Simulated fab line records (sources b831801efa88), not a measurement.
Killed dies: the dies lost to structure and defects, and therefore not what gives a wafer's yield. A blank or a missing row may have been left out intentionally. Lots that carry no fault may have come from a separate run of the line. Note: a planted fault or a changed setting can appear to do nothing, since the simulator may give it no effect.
2 desks looking at one fault -- flow gf180mcu -- what lay behind the numbers comes last; until then each desk has only its own

== THE METROLOGY DESK ==
What the gauges read, lot by lot, whatever tool the lot ran on: means of the sampled wafers that have a number. Marked OUT: a lot whose mean sits more than 4 standard deviations from the usual mean, which makes it out of limits; the brackets give that distance.
Columns: A = V3_CVD_02_THK at GF_V3_THK_MEAS_03, usual 850 nm; B = V3_W_RS at GF_V3_RS_MEAS_24, usual 0.325 ohm/sq; C = V3_W_THK at GF_V3_THK_MEAS_25, usual 331 nm; D = M4_ALCU_THK at GF_M4_THK_MEAS_06, usual 450 nm
lot,first seen here,A,B,C,D
L504,day 22 13:25,849,0.324,333,451
L506,day 23 07:44,845,0.329,329,447
L507,day 23 17:07,839,0.331,326,446
L508,day 24 04:55,861,0.259 (-13) OUT,406 (+14) OUT,449
L510,day 24 18:08,846,0.259 (-13) OUT,418 (+16) OUT,446
L518,day 27 18:44,848,0.324,333,440
L519,day 28 08:11,843,0.320,340,453
L520,day 28 12:02,836,0.322,332,456
L522,day 28 13:48,842,0.323,331,455
L523,day 29 03:46,855,0.330,325,446
L524,day 29 07:26,850,0.329,327,455
Per this desk, out of limits: L508, L510; the first was L508, day 25 04:49 (V3_W_RS at GF_V3_RS_MEAS_24). Within limits: L504, L506, L507, L518, L519, L520, L522, L523, L524.

== DESK OF THE TOOL OWNER: cvd w-02 ==
The tool's own readings at GF_V3_CVD_23 (deposits W, target thk 350 nm, time 104.9 s): means of the sampled wafers that have a number, for each lot that ran on this tool. Marked OUT: a lot whose mean sits more than 4 standard deviations from the usual mean, which makes it out of limits; the brackets give that distance.
Columns: A = heater power w at GF_V3_CVD_23, usual 938 W; B = susceptor temp C at GF_V3_CVD_23, usual 399.97 C
lot,first seen here,A,B
L504,day 23 14:05,848,400.00
L508,day 25 04:41,914,412.80 (+61) OUT
L510,day 25 17:25,918,412.48 (+60) OUT
L519,day 29 05:01,905,399.71
L520,day 29 08:26,893,400.07
This desk finds L508, L510 out of limits, L508 being first, at day 25 04:41 (susceptor temp C at GF_V3_CVD_23). Within limits: L504, L519, L520.

== ALL TOGETHER ==
An alarm could have come from the tool owner's desk at day 25 04:41, on L508, L510.
At day 25 04:49 the metrology desk could have sounded an alarm, on L508, L510.
Every lot named ran GF_V3_CVD_23 on cvd w-02.

== WHAT WAS PUT IN BY THE SIMULATOR ==
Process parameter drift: cvd w-02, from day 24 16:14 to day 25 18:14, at GF_V3_CVD_23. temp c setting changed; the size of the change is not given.
Lots struck among those shown: L508, L510.
Hours from the fault's start to each desk's first reading out of limits: the tool owner's desk, 12; the metrology desk, 13.
